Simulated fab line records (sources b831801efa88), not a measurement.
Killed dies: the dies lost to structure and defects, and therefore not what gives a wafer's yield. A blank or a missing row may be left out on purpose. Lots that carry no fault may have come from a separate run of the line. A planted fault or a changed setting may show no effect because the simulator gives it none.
Which of the tools did it? / flow sky130 / Sampling: 12 lots, 36 wafers, 2 of 708 route steps

## WHAT THE GAUGES READ, wafer by wafer
SKY_CAP2M_THK_MEAS_01.
lot=L746; measured=day 39 12:01; on=filmMetro-03; CAP2M_CVD_00_THK (nm)=15.55 15.51 15.63
lot=L747; measured=day 40 00:34; on=filmMetro-01; CAP2M_CVD_00_THK (nm)=15.65 15.78 15.80
lot=L750; measured=day 41 03:20; on=filmMetro-03; CAP2M_CVD_00_THK (nm)=15.34 15.52 15.48
lot=L753; measured=day 41 23:28; on=filmMetro-01; CAP2M_CVD_00_THK (nm)=15.21 15.47 15.44
lot=L755; measured=day 42 06:28; on=filmMetro-03; CAP2M_CVD_00_THK (nm)=15.22 15.47 15.31
lot=L756; measured=day 42 19:56; on=filmMetro-01; CAP2M_CVD_00_THK (nm)=15.10 15.14 15.40
lot=L757; measured=day 42 22:29; on=filmMetro-03; CAP2M_CVD_00_THK (nm)=15.32 15.40 15.44
lot=L758; measured=day 43 08:08; on=filmMetro-03; CAP2M_CVD_00_THK (nm)=15.31 15.52 15.68
lot=L759; measured=day 43 11:04; on=filmMetro-01; CAP2M_CVD_00_THK (nm)=15.13 15.31 15.53
lot=L766; measured=day 45 09:36; on=filmMetro-01; CAP2M_CVD_00_THK (nm)=15.37 15.56 15.84
lot=L767; measured=day 45 11:24; on=filmMetro-01; CAP2M_CVD_00_THK (nm)=15.34 15.62 15.46
lot=L768; measured=day 45 14:51; on=filmMetro-03; CAP2M_CVD_00_THK (nm)=15.18 15.14 15.19

SKY_CAP2M_OVL_MEAS_12.
lot=L746; measured=day 40 12:46; on=overlay-02; CAP2M_OVL (nm)=-1.2 -1.7 -1.3
lot=L747; measured=day 41 00:57; on=overlay-01; CAP2M_OVL (nm)=-2.4 -2.0 -3.0
lot=L750; measured=day 42 03:41; on=overlay-02; CAP2M_OVL (nm)=0.2 -1.1 0.0
lot=L753; measured=day 42 23:02; on=overlay-01; CAP2M_OVL (nm)=1.5 2.4 0.8
lot=L755; measured=day 43 06:04; on=overlay-01; CAP2M_OVL (nm)=0.6 2.2 -1.0
lot=L756; measured=day 43 18:51; on=overlay-02; CAP2M_OVL (nm)=-1.4 -0.1 0.7
lot=L757; measured=day 43 21:50; on=overlay-01; CAP2M_OVL (nm)=0.4 -0.5 0.2
lot=L758; measured=day 44 07:14; on=overlay-01; CAP2M_OVL (nm)=0.1 -2.2 -2.8
lot=L759; measured=day 44 09:56; on=overlay-01; CAP2M_OVL (nm)=0.1 0.8 1.9
lot=L766; measured=day 46 06:23; on=overlay-01; CAP2M_OVL (nm)=-0.5 -0.5 0.7
lot=L767; measured=day 46 07:50; on=overlay-02; CAP2M_OVL (nm)=0.0 -1.1 0.4
lot=L768; measured=day 46 11:35; on=overlay-01; CAP2M_OVL (nm)=2.4 -0.4 -0.8

## WHICH TOOL RAN EACH LOT (tool, then ch and the chambers of the sampled wafers, then the start)
There is no process step in the record ahead of these readings.

## AS READ BY THE TOOLS THEMSELVES (means over the sampled wafers that have a number; for cases with no such wafer, the mark the record gives instead)
The record holds no such reading with a usual standard deviation.

## THE ANSWER, worked out from the rows above alone
Rule: the usual values come from the lots themselves. Put in order of their means at a reading, lots are off if they are a third of the lots or fewer, leave a main group of 4 or more, and stand apart from it by a gap of 3 or more times the standard deviation of the main group's means; of several such gaps the widest counts. If all means in a main group match to the digits the tables above print for the reading, that group is not used. Also off: a lot with no number at a reading for which 4 or more lots have one. Any other lot the step has rows for is counted as sound. First the gauges in route order, then the tools' own readings, where a lot's mean is used as printed above. At the first step where some lot is off, the reading lying furthest off is the one used; lots without a number count as furthest.
No lot is off at any reading shown: from this, nothing can be told.

## WHAT THE SIMULATOR HAD PUT IN
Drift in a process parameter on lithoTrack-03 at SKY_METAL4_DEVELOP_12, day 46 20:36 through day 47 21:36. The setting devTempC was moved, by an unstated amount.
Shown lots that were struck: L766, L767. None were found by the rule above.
